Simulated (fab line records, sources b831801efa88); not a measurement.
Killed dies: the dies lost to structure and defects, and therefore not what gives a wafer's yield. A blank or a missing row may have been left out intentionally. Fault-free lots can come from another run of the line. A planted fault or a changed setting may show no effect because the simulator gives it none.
Problem report in the 8D (eight disciplines) form, filled by code || flow gf180mcu || the parts of the form that need people (team, actions taken, sign-off) are left out

## 1. WHAT WENT WRONG
Wafers free of any fault read 0.6 nm (standard deviation 1.3) for PSD_OVL at GF_PSD_OVL_MEAS_08, against a mean of -93.4 nm on 6 wafers of 2 lots. Relative to the usual mean, that is a shift of -72 standard deviations.
Earliest sighting: wafer L462.1 on overlay-01 at day 17 22:58. The record has a number at this step for 39 wafers belonging to 13 lots. The rule behind "out" and "out of limits": a value lying over 4 standard deviations away from the usual mean. The rest of the wafers with a number are treated as sound.

## 2. WHAT THIS IS AND IS NOT
{"question": "which readings at this step", "is": "PSD_OVL", "is not": "-"}
{"question": "which lots", "is": "L462, L463", "is not": "L452, L453, L454, L455, L456, L466, L467, L468, L470, L471, L475"}
{"question": "which wafers of those lots", "is": "all that have a number", "is not": "-"}
{"question": "read on which gauges", "is": "overlay-01", "is not": "overlay-02"}
{"question": "when", "is": "from day 17 22:58", "is not": "up to then (15 sound wafers); but 18 sound wafers of L466, L467, L468, L470, L471, L475 came after"}

## 3. THE SUSPECTS, EACH WITH WHAT RULES IT OUT
Counting: any tool at a process step up to the reading is kept as a suspect provided that every lot that is out went through it and no sound lot did after the first of them.
- the gauge at GF_PSD_OVL_MEAS_08: kept. All the wafers that are out were read on overlay-01, and no step on other tools shows them out.
- rie_diel-03 at GF_HV_LDD_ETCHBACK_58 (etches Si3N4 in CH3F/O2, stops on SiO2, time 100 s, target depth 90 nm): ruled out as a lasting fault. Sound lots L466 ran on it after its first lot that is out, L462 (day 16 00:08).
- plasma_asher-04 at GF_NSD_STRIP_11 (strips in O2/N2): ruled out as a lasting fault. Sound lots L466, L467, L468, L471 ran on it after its first lot that is out, L462 (day 16 23:37).
- iline_stepper-01 at GF_PSD_EXPOSE_04 (exposes mask Pplus, target cd 400 nm): kept. It processed each lot that is out, first L462 at day 17 11:14, and no sound lot thereafter; up to then, the last sound lot it processed was L455 at day 14 20:08.
Remaining after the count are iline_stepper-01 at GF_PSD_EXPOSE_04 and overlay-01 at GF_PSD_OVL_MEAS_08.

## 4. THE CAUSE (what the simulator had put in)
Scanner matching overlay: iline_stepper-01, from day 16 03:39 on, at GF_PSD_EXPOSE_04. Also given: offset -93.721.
Of the 2 suspects that counting leaves, this tool is one.

## 5. THE EFFECT CHAIN, in route order
Rows list readings where the struck wafers' mean (over those with a number) sits beyond 3 standard deviations from the usual. Readings are gone through only where the record gives a usual standard deviation; hours: the median, over the lots, of the time from a lot's start at the first step in this table giving one to that lot's start at this step; sigmas: the change measured in usual standard deviations.
{"hours": 0, "step": "GF_PSD_OVL_MEAS_08", "reading": "PSD_OVL", "usual": "0.6 nm", "on struck wafers": -93.4, "change": -94.0, "sigmas": -72}

## 6. WHAT WOULD HAVE CAUGHT IT SOONER
In this record the first reading out of limits at a measuring or inspecting step was taken at day 17 22:58, 43 hours after the fault began at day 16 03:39.
The start of GF_PSD_EXPOSE_04 on iline_stepper-01 came by day 17 22:58 for every one of the lots that are out (2). A hold on the tool at that time would have spared none of them.
